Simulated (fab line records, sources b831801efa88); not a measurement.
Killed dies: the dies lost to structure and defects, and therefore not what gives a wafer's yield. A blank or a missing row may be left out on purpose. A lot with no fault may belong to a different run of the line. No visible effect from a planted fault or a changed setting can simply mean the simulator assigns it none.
fab line records	flow sky130
record lots=13	wafers=39	last_day=50
route steps=708 shown RES_PROTECT@215 POLY_GATE@228 LDD_HVN@270 LDD_HVP@287 PAD_OPEN@708
lots with no fault: from the same line, run without faults
start_h: start of the lot's first displayed wafer, in hours after the record's first day	wait_h: hours elapsed since this lot's preceding step	" identical to the entry in the row above	L1.1+2: one row covering several wafers at once	- either no value or no given start	* or withheld: withheld	< > ~ a bound
route shown NAME@n: names a module that has steps shown in the file, with the first one's number in the route	usual: mean/standard deviation of fault-free wafers	same: alike in all rows	chamber/n: place in a boat	sites: readings site by site	_std_site: the values' standard deviation	_edge_site: mean of outer sites minus mean of inner sites	radius_mm: how far each site lies from the wafer's centre	mask NAME#n: copy n	behind: the last tool/chamber to shape the wafer	hold: the reason the lot was held/the length of the hold in hours/how it ended	device: the n, p or np transistor that did not switch	end of line: tests run on the same wafers once the route is complete	a step with no rows: only its recipe	killed: dies lost to structure and defects at the first sort, not the wafer's yield	map: shows each die of a wafer: x if killed, . if not, _ if none is there
set.NAME: the setting that was run; set.NAME@STEP: the one run at that earlier step	model.NAME: the simulator's own value behind a step, which no gauge read
the route's steps for a sample of lots (tables are steps, rows are wafers)
services: the hour from which a tool's chamber was out of use, counted from the record's first day as start_h (under 0 if before that day), plus the number of hours and why
## steps
# step SKY_RES_PROTECT_TW_MEAS_08
# usual POLY_GATE_TW=4027/29
lot.wafer	tool	chamber	start_h	wait_h	POLY_GATE_TW
L738.1	film_metro-03	-	347.75	0.1	4007
L738.4	"	-	"	"	3987
L738.5	"	-	"	"	3982
L739.1	film_metro-03	-	370.97	0.1	4040
L739.4	"	-	"	"	4005
L739.6	"	-	"	"	4002
L740.3	film_metro-03	-	398.04	0.1	4003
L740.4	"	-	"	"	3999
L740.5	"	-	"	"	4028
L741.2	film_metro-03	-	398.33	0.1	4017
L741.5	"	-	"	"	4002
L741.6	"	-	"	"	3978
L744.2	film_metro-02	-	405.43	0.1	3998
L744.3	"	-	"	"	4002
L744.5	"	-	"	"	4017
L745.1	film_metro-04	-	407.70	0.1	4064
L745.4	"	-	"	"	4072
L745.5	"	-	"	"	4047
L747.1	film_metro-03	-	421.92	0.1	3995
L747.2	"	-	"	"	4008
L747.4	"	-	"	"	4008
L749.2	film_metro-02	-	434.43	0.1	4043
L749.3	"	-	"	"	4050
L749.4	"	-	"	"	4054
L748.2	film_metro-02	-	435.91	0.1	4038
L748.3	"	-	"	"	4011
L748.5	"	-	"	"	4032
L757.2	film_metro-04	-	515.58	0.1	4062
L757.5	"	-	"	"	4056
L757.6	"	-	"	"	4051
L758.2	film_metro-02	-	517.73	0.1	4032
L758.4	"	-	"	"	4004
L758.6	"	-	"	"	4033
L759.3	film_metro-02	-	518.79	0.1	4022
L759.5	"	-	"	"	4042
L759.6	"	-	"	"	4032
L760.1	film_metro-04	-	521.27	0.1	4064
L760.3	"	-	"	"	4065
L760.5	"	-	"	"	4053
# step SKY_POLY_GATE_OVL_MEAS_14
# usual POLY_GATE_OVL=-2/5.3
lot.wafer	tool	chamber	start_h	wait_h	POLY_GATE_OVL[nm]
L738.1	overlay-02	-	377.74	0.1	-9
L738.4	"	-	"	"	-13
L738.5	"	-	"	"	3
L739.1	overlay-01	-	403.14	0.1	2
L739.4	"	-	"	"	-6
L739.6	"	-	"	"	-6
L741.2	overlay-01	-	431.05	0.1	2
L741.5	"	-	"	"	-1
L741.6	"	-	"	"	-3
L740.3	overlay-02	-	431.56	0.1	4
L740.4	"	-	"	"	3
L740.5	"	-	"	"	4
L744.2	overlay-01	-	437.69	0.1	-10
L744.3	"	-	"	"	-5
L744.5	"	-	"	"	-1
L745.1	overlay-01	-	442.39	0.1	0
L745.4	"	-	"	"	0
L745.5	"	-	"	"	-2
L747.1	overlay-02	-	455.44	0.1	-7
L747.2	"	-	"	"	-12
L747.4	"	-	"	"	-9
L749.2	overlay-02	-	467.20	0.1	-5
L749.3	"	-	"	"	0
L749.4	"	-	"	"	-2
L748.2	overlay-02	-	468.50	0.1	-1
L748.3	"	-	"	"	3
L748.5	"	-	"	"	9
L757.2	overlay-01	-	548.35	0.1	-1
L757.5	"	-	"	"	7
L757.6	"	-	"	"	8
L759.3	overlay-01	-	550.67	0.1	-10
L759.5	"	-	"	"	-5
L759.6	"	-	"	"	3
L758.2	overlay-01	-	550.89	0.1	-2
L758.4	"	-	"	"	3
L758.6	"	-	"	"	-3
L760.1	overlay-01	-	553.38	0.1	0
L760.3	"	-	"	"	-8
L760.5	"	-	"	"	-6
# step SKY_LDD_HVN_SOFTBAKE_03
# recipe temp_c=90	time_s=60	resist=NOVOLAK
# usual heater_power_total_W=56.59/0.04	resist_line_temp_C=23.02/0.097	run_length_s=89.37/0.18
lot.wafer	tool	chamber	start_h	wait_h	heater_power_total_W	resist_line_temp_C	run_length_s
L738.1	litho_track-02	0	454.82	0.1	56.61	22.78	89.47
L738.4	"	0	"	"	56.67	23.11	89.56
L738.5	"	0	"	"	56.56	23.10	89.60
L739.1	litho_track-02	0	483.27	0.1	56.60	23.17	89.39
L739.4	"	0	"	"	56.56	23.16	89.55
L739.6	"	0	"	"	56.55	22.95	89.51
L741.2	litho_track-03	0	507.29	0.1	56.55	23.06	89.31
L741.5	"	0	"	"	56.62	23.06	89.38
L741.6	"	0	"	"	56.59	22.91	89.46
L740.3	litho_track-03	0	508.87	0.1	56.63	22.87	89.55
L740.4	"	0	"	"	56.64	22.80	89.41
L740.5	"	0	"	"	56.57	22.86	89.56
L744.2	litho_track-02	0	523.30	0.1	56.66	22.94	89.43
L744.3	"	0	"	"	56.59	23.12	89.62
L744.5	"	0	"	"	56.56	23.08	89.63
L745.1	litho_track-01	0	528.05	0.1	56.54	23.09	89.34
L745.4	"	0	"	"	56.57	22.95	89.00
L745.5	"	0	"	"	56.56	23.06	89.04
L747.1	litho_track-01	0	533.50	0.1	56.60	23.12	89.04
L747.2	"	0	"	"	56.58	23.15	89.05
L747.4	"	0	"	"	56.62	23.19	89.03
L749.2	litho_track-03	0	554.89	0.1	56.62	23.12	89.37
L749.3	"	0	"	"	56.61	23.11	89.41
L749.4	"	0	"	"	56.67	23.07	89.27
L748.2	litho_track-03	0	555.49	0.1	56.55	22.95	89.46
L748.3	"	0	"	"	56.64	23.03	89.47
L748.5	"	0	"	"	56.61	23.13	89.73
L757.2	litho_track-02	0	624.70	0.1	56.65	22.86	89.43
L757.5	"	0	"	"	57.98	23.10	84.98
L757.6	"	0	"	"	56.64	22.87	89.34
L759.3	litho_track-01	0	628.90	0.1	56.64	22.97	89.15
L759.5	"	0	"	"	56.61	23.11	89.31
L759.6	"	0	"	"	56.58	22.90	89.03
L758.2	litho_track-02	0	629.00	0.1	56.57	23.21	89.41
L758.4	"	0	"	"	58.07	23.04	84.85
L758.6	"	0	"	"	56.62	23.00	89.39
L760.1	litho_track-03	0	631.32	0.1	56.54	22.91	89.49
L760.3	"	0	"	"	56.55	23.06	89.52
L760.5	"	0	"	"	56.64	22.85	89.47
# step SKY_LDD_HVP_STRIP_09
# recipe chemistry=O2/N2	power_w=1400	pressure_mtorr=1500	platen_temp_c=withheld	o2_flow_sccm=3000	n2_flow_sccm=300	overash_fraction=0.5
# usual drypump_motor_current_A=5.72/0.22	oes_product_au=0.409/0.0043	strip_time_to_endpoint_s=4.131/0.014
lot.wafer	tool	chamber	start_h	wait_h	drypump_motor_current_A	oes_product_au	rf_hours_counter_h	strip_time_to_endpoint_s
L738.1	plasma_asher-02	1	511.16	0.1	5.68	0.413	8	4.150
L738.4	"	0	"	"	5.64	0.408	-	4.150
L738.5	"	1	"	"	5.70	0.405	-	4.140
L739.1	plasma_asher-02	1	539.95	0.1	5.66	0.402	11	4.128
L739.4	"	1	"	"	5.66	0.412	-	4.136
L739.6	"	0	"	"	5.63	0.403	-	4.130
L741.2	plasma_asher-02	1	549.65	0.1	5.67	0.406	12	4.121
L741.5	"	1	"	"	5.66	0.418	-	4.135
L741.6	"	0	"	"	5.66	0.414	-	4.122
L740.3	plasma_asher-02	1	551.58	0.1	5.67	0.407	-	4.104
L740.4	"	0	"	"	5.63	0.407	-	4.118
L740.5	"	0	"	"	5.64	0.406	-	4.137
L744.2	plasma_asher-01	1	570.60	0.1	5.33	0.412	47	4.125
L744.3	"	0	"	"	5.98	0.409	-	4.143
L744.5	"	0	"	"	5.99	0.413	-	4.147
L745.1	plasma_asher-02	1	574.20	0.1	5.68	0.414	14	4.121
L745.4	"	0	"	"	5.67	0.405	-	4.129
L745.5	"	1	"	"	5.68	0.407	-	4.128
L747.1	plasma_asher-03	1	578.35	0.1	5.77	0.415	88	4.145
L747.2	"	0	"	"	6.12	0.406	88	4.105
L747.4	"	1	"	"	5.77	0.404	-	4.128
L749.2	plasma_asher-01	1	599.95	0.1	5.34	0.407	50	4.105
L749.3	"	0	"	"	5.94	0.407	-	4.140
L749.4	"	1	"	"	5.35	0.409	-	4.148
L748.2	plasma_asher-01	1	600.60	0.1	5.33	0.404	51	4.131
L748.3	"	1	"	"	5.33	0.409	-	4.112
L748.5	"	0	"	"	5.94	0.410	-	4.123
L757.2	plasma_asher-02	1	667.45	0.1	5.66	0.411	24	4.122
L757.5	"	0	"	"	5.67	0.412	-	4.139
L757.6	"	1	"	"	5.66	0.412	-	4.153
L759.3	plasma_asher-03	0	670.44	0.1	6.15	0.406	-	4.145
L759.5	"	0	"	"	6.15	0.401	-	4.135
L759.6	"	1	"	"	5.77	0.411	-	4.131
L758.2	plasma_asher-02	0	670.46	0.1	5.63	0.402	24	4.163
L758.4	"	0	"	"	5.63	0.406	-	4.130
L758.6	"	1	"	"	5.67	0.407	-	4.145
L760.1	plasma_asher-02	0	672.15	0.1	5.64	0.413	25	4.136
L760.3	"	0	"	"	5.65	0.404	-	4.125
L760.5	"	1	"	"	5.69	0.414	-	4.147
# step SKY_PAD_OPEN_PROBE_99
# usual killed_at_M0_to_M3=42/6.1	killed_at_M4_up=3.3/1.7	killed_at_contacts=25/5.4	killed_at_front_end=16/4.6	killed_at_other=0.4/0.55	killed_dies=87/8.8	killed_open=47/7.1	killed_short=40/5.8
# same gross_dies=492	killed_at_back_side=0
lot.wafer	tool	chamber	start_h	wait_h	killed_at_M0_to_M3	killed_at_M4_up	killed_at_contacts	killed_at_front_end	killed_at_other	killed_dies	killed_open	killed_short
L738.1	prober-02	-	1073.11	0.1	48	7	29	22	0	106	54	52
L738.4	prober-02	-	1073.26	0.2	45	5	29	13	0	92	49	43
L738.5	prober-02	-	1073.31	0.2	46	5	29	15	1	96	50	46
L739.1	prober-01	-	1091.58	0.1	54	6	26	24	0	110	55	55
L739.4	prober-01	-	1091.73	0.2	50	2	31	15	0	98	58	40
L739.6	prober-01	-	1091.83	0.2	46	5	17	23	0	91	57	34
L741.2	prober-02	-	1110.67	0.1	46	4	22	20	1	93	51	42
L741.5	prober-02	-	1110.82	0.2	42	2	20	16	0	80	41	39
L741.6	prober-02	-	1110.87	0.2	53	2	19	23	1	98	52	46
L740.3	prober-02	-	1112.95	0.2	38	2	32	20	0	92	47	44
L740.4	prober-02	-	1113.00	0.2	45	1	24	23	0	93	50	42
L740.5	prober-02	-	1113.05	0.2	41	4	28	11	0	84	43	41
L744.2	prober-02	-	1121.53	0.1	33	5	33	18	1	90	48	42
L744.3	prober-02	-	1121.58	0.2	50	5	24	17	1	97	53	44
L744.5	prober-02	-	1121.68	0.2	50	4	33	12	1	100	58	42
L745.1	prober-02	-	1122.43	0.1	50	2	26	10	1	89	54	34
L745.4	prober-02	-	1122.58	0.2	43	4	31	8	2	88	47	39
L745.5	prober-02	-	1122.63	0.2	47	2	23	10	0	82	36	46
L747.1	prober-02	-	1131.55	0.1	38	3	24	28	2	95	46	49
L747.2	prober-02	-	1131.60	0.1	46	6	31	8	0	91	47	44
L747.4	prober-02	-	1131.70	0.2	46	4	26	7	0	83	40	43
L748.2	prober-02	-	1138.60	0.1	41	2	33	10	1	87	51	35
L748.3	prober-02	-	1138.65	0.2	43	4	26	19	0	92	48	44
L748.5	prober-02	-	1138.75	0.2	41	6	24	13	1	85	47	38
L749.2	prober-02	-	1138.90	0.2	54	2	24	12	0	92	61	31
L749.3	prober-02	-	1138.95	0.3	32	2	20	25	0	79	40	39
L749.4	prober-02	-	1139.00	0.3	45	3	19	17	0	84	43	41
L757.2	prober-02	-	1186.92	0.1	51	1	30	21	0	103	58	45
L757.5	prober-02	-	1187.07	0.2	37	2	38	12	0	89	45	44
L757.6	prober-02	-	1187.12	0.2	38	6	23	8	0	75	40	35
L758.2	prober-01	-	1188.50	0.1	44	5	28	9	0	86	56	30
L758.4	prober-01	-	1188.60	0.2	41	4	17	22	0	84	44	40
L758.6	prober-01	-	1188.70	0.2	43	4	29	20	1	97	44	53
L759.3	prober-02	-	1190.05	0.2	36	5	13	22	1	77	39	38
L759.5	prober-02	-	1190.15	0.2	39	1	29	16	0	85	45	40
L759.6	prober-02	-	1190.20	0.2	50	3	26	19	1	99	48	51
L760.1	prober-01	-	1191.45	0.1	30	4	21	14	1	70	30	40
L760.3	prober-01	-	1191.55	0.2	33	2	31	18	0	84	47	37
L760.5	prober-01	-	1191.65	0.2	40	2	17	12	0	71	40	30
# killed by level:class
L738.1 VIA1:geometric_particle:open=14 CONTACT:geometric_particle:short=8 CONTACT:geometric_particle:open=8 POLY_GATE:geometric_particle:open=7 LI_CONTACT:geometric_particle:open=7 VIA2:geometric_particle:open=6 POLY_GATE:geometric_particle:short=5 VIA1:geometric_particle:short=5
L738.4 CONTACT:geometric_particle:open=11 VIA1:geometric_particle:open=9 VIA3:geometric_particle:open=8 FIELD_ISO:geometric_particle:open=6 METAL3:geometric_particle:short=6 LI_CONTACT:geometric_particle:open=5 LOCAL_INTERCONNECT:geometric_particle:short=5 VIA1:geometric_particle:short=5
L738.5 LI_CONTACT:geometric_particle:open=8 CONTACT:geometric_particle:open=8 VIA1:geometric_particle:open=8 VIA3:geometric_particle:open=7 VIA1:geometric_particle:short=7 VIA2:geometric_particle:open=7 LOCAL_INTERCONNECT:geometric_particle:short=6 POLY_GATE:geometric_particle:short=5
L739.1 VIA1:geometric_particle:open=12 CONTACT:geometric_particle:open=11 FIELD_ISO:geometric_particle:open=7 VIA1:geometric_particle:short=7 FIELD_ISO:geometric_particle:short=6 VIA3:geometric_particle:short=6 VIA3:geometric_particle:open=6 LOCAL_INTERCONNECT:geometric_particle:short=5
L739.4 CONTACT:geometric_particle:open=11 VIA1:geometric_particle:open=10 LI_CONTACT:geometric_particle:open=10 METAL1:geometric_particle:short=8 VIA2:geometric_particle:open=8 CONTACT:geometric_particle:short=7 VIA3:geometric_particle:open=7 FIELD_ISO:geometric_particle:short=5
L739.6 VIA1:geometric_particle:open=16 FIELD_ISO:geometric_particle:open=8 CONTACT:geometric_particle:open=8 VIA3:geometric_particle:open=7 VIA2:geometric_particle:open=5 LI_CONTACT:geometric_particle:open=5 METAL3:geometric_particle:short=5 METAL4:geometric_particle:short=5
L741.2 VIA1:geometric_particle:open=8 LI_CONTACT:geometric_particle:open=8 CONTACT:geometric_particle:open=7 VIA3:geometric_particle:open=6 POLY_GATE:geometric_particle:short=5 LI_CONTACT:geometric_particle:short=5 METAL1:geometric_particle:short=5 METAL2:geometric_particle:short=5
L741.5 CONTACT:geometric_particle:open=6 VIA1:geometric_particle:open=6 METAL2:geometric_particle:short=6 VIA2:geometric_particle:open=6 LI_CONTACT:geometric_particle:open=5 METAL1:geometric_particle:short=5 VIA1:geometric_particle:short=5 FIELD_ISO:geometric_particle:open=4
L741.6 VIA1:geometric_particle:open=11 POLY_GATE:geometric_particle:short=10 METAL2:geometric_particle:short=7 LI_CONTACT:geometric_particle:open=7 CONTACT:geometric_particle:open=7 VIA3:geometric_particle:open=7 VIA2:geometric_particle:open=7 VIA1:geometric_particle:short=6
L740.3 CONTACT:geometric_particle:open=11 LI_CONTACT:geometric_particle:open=8 VIA1:geometric_particle:open=8 VIA1:geometric_particle:short=7 FIELD_ISO:geometric_particle:open=5 FIELD_ISO:geometric_particle:short=5 POLY_GATE:geometric_particle:short=5 CONTACT:geometric_particle:short=5
L740.4 VIA1:geometric_particle:open=13 POLY_GATE:geometric_particle:short=8 CONTACT:geometric_particle:short=8 VIA2:geometric_particle:open=7 LI_CONTACT:geometric_particle:open=7 METAL3:geometric_particle:short=6 CONTACT:geometric_particle:open=6 FIELD_ISO:geometric_particle:short=5
L740.5 CONTACT:geometric_particle:open=11 VIA1:geometric_particle:open=10 CONTACT:geometric_particle:short=6 METAL2:geometric_particle:short=6 VIA2:geometric_particle:open=6 LI_CONTACT:geometric_particle:short=5 METAL1:geometric_particle:short=5 VIA3:geometric_particle:open=5
L744.2 VIA2:geometric_particle:open=9 LI_CONTACT:geometric_particle:open=8 LOCAL_INTERCONNECT:geometric_particle:short=8 POLY_GATE:geometric_particle:short=7 CONTACT:geometric_particle:short=7 CONTACT:geometric_particle:open=7 VIA1:geometric_particle:open=6 VIA3:geometric_particle:open=6
L744.3 CONTACT:geometric_particle:open=12 VIA2:geometric_particle:open=11 FIELD_ISO:geometric_particle:open=7 LI_CONTACT:geometric_particle:open=7 VIA1:geometric_particle:short=7 VIA1:geometric_particle:open=7 METAL1:geometric_particle:short=6 VIA3:geometric_particle:short=6
L744.5 CONTACT:geometric_particle:open=13 VIA2:geometric_particle:open=11 LI_CONTACT:geometric_particle:open=10 VIA1:geometric_particle:open=9 LOCAL_INTERCONNECT:geometric_particle:short=7 METAL2:geometric_particle:short=7 VIA1:geometric_particle:short=7 METAL1:geometric_particle:short=5
L745.1 VIA2:geometric_particle:open=11 CONTACT:geometric_particle:open=9 VIA1:geometric_particle:open=9 VIA3:geometric_particle:open=8 LI_CONTACT:geometric_particle:open=7 METAL2:geometric_particle:short=7 VIA1:geometric_particle:short=5 CONTACT:geometric_particle:short=4
L745.4 CONTACT:geometric_particle:open=9 LI_CONTACT:geometric_particle:open=8 LOCAL_INTERCONNECT:geometric_particle:short=8 VIA3:geometric_particle:open=8 VIA3:geometric_particle:short=7 VIA1:geometric_particle:open=6 METAL1:geometric_particle:short=5 POLY_GATE:geometric_particle:short=4
L745.5 VIA2:geometric_particle:open=9 VIA3:geometric_particle:open=8 CONTACT:geometric_particle:open=7 LOCAL_INTERCONNECT:geometric_particle:short=5 METAL1:geometric_particle:short=5 METAL2:geometric_particle:short=5 VIA3:geometric_particle:short=5 POLY_GATE:geometric_particle:short=4
L747.1 CONTACT:geometric_particle:open=9 VIA1:geometric_particle:open=8 FIELD_ISO:geometric_particle:short=7 POLY_GATE:geometric_particle:open=7 LOCAL_INTERCONNECT:geometric_particle:short=7 METAL2:geometric_particle:short=6 POLY_GATE:geometric_particle:short=5 VIA3:geometric_particle:open=5
L747.2 CONTACT:geometric_particle:open=12 METAL2:geometric_particle:short=11 LI_CONTACT:geometric_particle:open=10 VIA2:geometric_particle:open=6 METAL3:geometric_particle:short=6 VIA1:geometric_particle:open=5 METAL1:geometric_particle:short=5 POLY_GATE:geometric_particle:open=4
L747.4 VIA3:geometric_particle:open=9 LI_CONTACT:geometric_particle:open=8 CONTACT:geometric_particle:short=7 METAL2:geometric_particle:short=7 CONTACT:geometric_particle:open=6 METAL1:geometric_particle:short=5 VIA1:geometric_particle:open=5 METAL3:geometric_particle:short=4
L748.2 LI_CONTACT:geometric_particle:open=16 METAL1:geometric_particle:short=10 VIA2:geometric_particle:open=8 CONTACT:geometric_particle:open=7 VIA3:geometric_particle:open=6 VIA1:geometric_particle:open=5 METAL2:geometric_particle:short=5 LOCAL_INTERCONNECT:geometric_particle:short=4
L748.3 VIA1:geometric_particle:open=10 METAL1:geometric_particle:short=9 CONTACT:geometric_particle:open=8 FIELD_ISO:geometric_particle:open=7 VIA2:geometric_particle:open=6 CONTACT:geometric_particle:short=6 LI_CONTACT:geometric_particle:open=5 METAL2:geometric_particle:short=5
L748.5 CONTACT:geometric_particle:open=10 VIA1:geometric_particle:open=9 METAL2:geometric_particle:short=7 LI_CONTACT:geometric_particle:open=6 VIA3:geometric_particle:short=6 POLY_GATE:geometric_particle:open=5 METAL1:geometric_particle:short=5 FIELD_ISO:geometric_particle:short=4
L749.2 VIA1:geometric_particle:open=13 VIA2:geometric_particle:open=10 VIA3:geometric_particle:open=9 LI_CONTACT:geometric_particle:open=8 CONTACT:geometric_particle:open=8 METAL1:geometric_particle:short=6 VIA1:geometric_particle:short=6 FIELD_ISO:geometric_particle:open=5
L749.3 CONTACT:geometric_particle:open=7 VIA1:geometric_particle:open=7 FIELD_ISO:geometric_particle:short=6 POLY_GATE:geometric_particle:short=6 LI_CONTACT:geometric_particle:open=6 VIA3:geometric_particle:short=6 VIA2:geometric_particle:open=5 SPACER:geometric_particle:short=4
L749.4 VIA1:geometric_particle:open=15 VIA1:geometric_particle:short=8 CONTACT:geometric_particle:open=7 POLY_GATE:geometric_particle:short=5 CONTACT:geometric_particle:short=5 VIA3:geometric_particle:open=5 VIA2:geometric_particle:open=4 FIELD_ISO:geometric_particle:open=3
L757.2 VIA1:geometric_particle:open=16 CONTACT:geometric_particle:open=11 CONTACT:geometric_particle:short=9 FIELD_ISO:geometric_particle:short=7 VIA3:geometric_particle:open=7 VIA1:geometric_particle:short=6 VIA2:geometric_particle:open=6 LI_CONTACT:geometric_particle:open=5
L757.5 CONTACT:geometric_particle:open=13 LI_CONTACT:geometric_particle:open=10 LOCAL_INTERCONNECT:geometric_particle:short=7 VIA3:geometric_particle:open=7 FIELD_ISO:geometric_particle:short=5 METAL1:geometric_particle:short=5 VIA1:geometric_particle:open=5 VIA1:geometric_particle:short=4
L757.6 VIA1:geometric_particle:open=12 LI_CONTACT:geometric_particle:open=10 VIA3:geometric_particle:open=6 METAL1:geometric_particle:short=5 METAL4:geometric_particle:short=5 CONTACT:geometric_particle:open=4 FIELD_ISO:geometric_particle:short=4 LI_CONTACT:geometric_particle:short=3
L758.2 CONTACT:geometric_particle:open=18 VIA1:geometric_particle:open=16 METAL2:geometric_particle:short=9 VIA2:geometric_particle:open=8 METAL4:geometric_particle:short=5 POLY_GATE:geometric_particle:open=4 CONTACT:geometric_particle:short=4 LI_CONTACT:geometric_particle:open=3
L758.4 VIA1:geometric_particle:open=11 FIELD_ISO:geometric_particle:short=7 VIA2:geometric_particle:open=7 LI_CONTACT:geometric_particle:open=5 LOCAL_INTERCONNECT:geometric_particle:short=5 POLY_GATE:geometric_particle:short=4 CONTACT:geometric_particle:open=4 VIA1:geometric_particle:short=4
L758.6 POLY_GATE:geometric_particle:short=10 LI_CONTACT:geometric_particle:open=9 VIA1:geometric_particle:open=8 CONTACT:geometric_particle:open=8 LOCAL_INTERCONNECT:geometric_particle:short=6 VIA3:geometric_particle:open=6 VIA2:geometric_particle:open=5 CONTACT:geometric_particle:short=5
L759.3 VIA1:geometric_particle:open=8 POLY_GATE:geometric_particle:open=6 VIA2:geometric_particle:open=6 FIELD_ISO:geometric_particle:open=5 CONTACT:geometric_particle:open=5 METAL2:geometric_particle:short=5 CONTACT:geometric_particle:short=5 VIA2:geometric_particle:short=5
L759.5 VIA1:geometric_particle:open=9 CONTACT:geometric_particle:open=7 METAL2:geometric_particle:short=7 VIA2:geometric_particle:open=7 LI_CONTACT:geometric_particle:open=6 LOCAL_INTERCONNECT:geometric_particle:short=6 FIELD_ISO:geometric_particle:short=5 FIELD_ISO:geometric_particle:open=4
L759.6 CONTACT:geometric_particle:open=11 VIA2:geometric_particle:open=7 METAL2:geometric_particle:short=7 CONTACT:geometric_particle:short=6 METAL1:geometric_particle:short=6 VIA1:geometric_particle:short=6 VIA3:geometric_particle:open=6 METAL3:geometric_particle:short=5
L760.1 METAL1:geometric_particle:short=6 CONTACT:geometric_particle:open=6 FIELD_ISO:geometric_particle:short=5 VIA3:geometric_particle:open=5 POLY_GATE:geometric_particle:short=4 LI_CONTACT:geometric_particle:short=4 LOCAL_INTERCONNECT:geometric_particle:short=4 VIA1:geometric_particle:open=4
L760.3 CONTACT:geometric_particle:open=11 LI_CONTACT:geometric_particle:open=10 FIELD_ISO:geometric_particle:open=9 METAL1:geometric_particle:short=7 VIA1:geometric_particle:open=5 VIA3:geometric_particle:open=5 CONTACT:geometric_particle:short=5 FIELD_ISO:geometric_particle:short=4
L760.5 VIA1:geometric_particle:open=9 CONTACT:geometric_particle:open=7 VIA2:geometric_particle:open=6 LI_CONTACT:geometric_particle:open=5 METAL2:geometric_particle:short=5 VIA3:geometric_particle:open=5 VIA1:geometric_particle:short=4 POLY_GATE:geometric_particle:short=4
## services
tool	chamber	start_h	hours	kind
plasma_asher-03	-	464.08	0.7	repair
plasma_asher-01	-	486.39	2.0	repair
plasma_asher-02	-	528.69	2.5	repair
plasma_asher-02	-	542.97	0.3	repair
plasma_asher-03	-	636.09	7.9	repair
plasma_asher-02	-	644.77	6.6	repair
plasma_asher-01	-	668.11	0.7	repair
## key
first_sign step=SKY_LDD_HVN_SOFTBAKE_03	reading=heater_power_total_W	direction=up	sigmas=36	usual=*	struck=*
effect step=SKY_LDD_HVN_SOFTBAKE_03	reading=run_length_s	direction=down	sigmas=25	usual=*	struck=*
met_at SKY_LDD_HVN_SOFTBAKE_03
struck_lots L757,L758
struck_wafers L757.5,L758.4
tester_left_out L757,L758
not_acting_at SKY_RES_PROTECT_TW_MEAS_08,SKY_POLY_GATE_OVL_MEAS_14,SKY_LDD_HVP_STRIP_09
onset_between 523.30 624.70
fault kind=process_parameter_drift	tool=litho_track-02	chamber=-	onset_h=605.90	steps=SKY_LDD_HVN_SOFTBAKE_03	channel=time_s	offset=*	shape=step	end_h=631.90	scope=struck_wafers_only	acts_in=*	stated=*
# tester_left_out: of these lots the tester's yield and bins aren't shown, on N5 and GAA mostly nor the transistor test; their killed dies are dies lost to structure and defects alone, not to doping, threshold or leakage, so they don't give the yield
